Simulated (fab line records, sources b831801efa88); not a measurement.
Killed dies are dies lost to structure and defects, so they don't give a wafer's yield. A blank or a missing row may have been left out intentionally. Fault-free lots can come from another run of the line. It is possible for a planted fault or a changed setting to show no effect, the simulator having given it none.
Problem report in the 8D (eight disciplines) form, filled by code + flow sky130 + the parts of the form that need people (team, actions taken, sign-off) are left out

== 1. THE ISSUE ==
At SKY_METAL2_STRIP_20, stripTimeToEndpointS averages 3.06 s over 4 wafers from 2 lots, while fault-free wafers read 2.69 s, standard deviation 0.042. That puts it +8.9 standard deviations away from the usual mean.
The step: strips in O2/N2.
First seen on wafer L901.1, day 40 05:16, on plasmaAsher-04. At this step, 16 wafers from 6 lots have a number in the record. By rule, "out" or "out of limits" means more than 4 standard deviations away from the usual mean. The rest of the wafers with a number are treated as sound.

== 2. WHAT IT IS; WHAT IT IS NOT ==
| question                    | is                             | is not                       |
|-----------------------------|--------------------------------|------------------------------|
| which readings at this step | stripTimeToEndpointS           | -                            |
| which lots                  | L901, L903                     | L891, L895, L898, L900       |
| which wafers of those lots  | all that have a number         | -                            |
| read on which tools         | plasmaAsher-02, plasmaAsher-04 | plasmaAsher-03               |
| when                        | from day 40 05:16              | up to then (12 sound wafers) |

== 3. THE SUSPECTS, EACH WITH WHAT RULES IT OUT ==
Counting: a tool at any process step up to the reading remains a suspect when it ran all the lots that are out and ran no sound lot after the first of those.
- rieMetal-02 at SKY_METAL2_DESCUM_17 (chemistry O2, time 8 s): kept. Every lot that is out went through it, starting with L901 (day 40 04:54), and after that it ran no sound lot; the last sound lot it ran before then is L895 (day 38 22:25).
- rieMetal-02 at SKY_METAL2_ETCH_18 (etches BARC in N2/H2, stops on SiO2, time 45.9 s, target depth 60 nm): kept. Every lot that is out went through it, starting with L901 (day 40 04:58), and after that it ran no sound lot; the last sound lot it ran before then is L895 (day 38 22:28).
- rieMetal-02 at SKY_METAL2_METAL_ETCH_19 (etches the open film in Cl2/BCl3, stops on SiO2, target depth 360 nm, time 78 s): kept. Every lot that is out went through it, starting with L901 (day 40 05:05), and after that it ran no sound lot; the last sound lot it ran before then is L895 (day 38 22:32).
After the count, these remain: rieMetal-02 at SKY_METAL2_DESCUM_17, rieMetal-02 at SKY_METAL2_ETCH_18 and rieMetal-02 at SKY_METAL2_METAL_ETCH_19.

== 4. THE CAUSE (what the simulator had put in) ==
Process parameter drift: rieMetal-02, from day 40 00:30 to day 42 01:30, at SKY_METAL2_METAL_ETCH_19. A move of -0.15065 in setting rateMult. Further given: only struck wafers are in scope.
Counting leaves 3 suspects; this tool is one of them.

== 5. THE EFFECT CHAIN, in route order ==
Rows list readings where the struck wafers' mean (over those with a number) sits beyond 3 standard deviations from the usual. Readings are gone through only where the record gives a usual standard deviation; hours: the median, over the lots, of the time from a lot's start at the first step in this table giving one to that lot's start at this step; sigmas: the change measured in usual standard deviations.
| hours | step                | reading              | usual  | on struck wafers | change | sigmas |
|-------|---------------------|----------------------|--------|------------------|--------|--------|
| 0     | SKY_METAL2_STRIP_20 | stripTimeToEndpointS | 2.69 s | 3.06             | +0.37  | +8.9   |
It contains these process steps:
- SKY_METAL2_STRIP_20: strips in O2/N2.

== 6. WHAT WOULD HAVE CAUGHT IT SOONER ==
In this record no reading fell out of limits until day 40 05:16, 5 hours after the fault had begun at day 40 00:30.
Tool readings at SKY_METAL2_METAL_ETCH_19 with a usual standard deviation given in the record: none out on any struck wafer, hence no alarm at a limit of 4 standard deviations on them.
Lots out: 2; of these, L903 started SKY_METAL2_METAL_ETCH_19 on rieMetal-02 after day 40 05:16. Had the tool been put on hold then, it would have been spared.
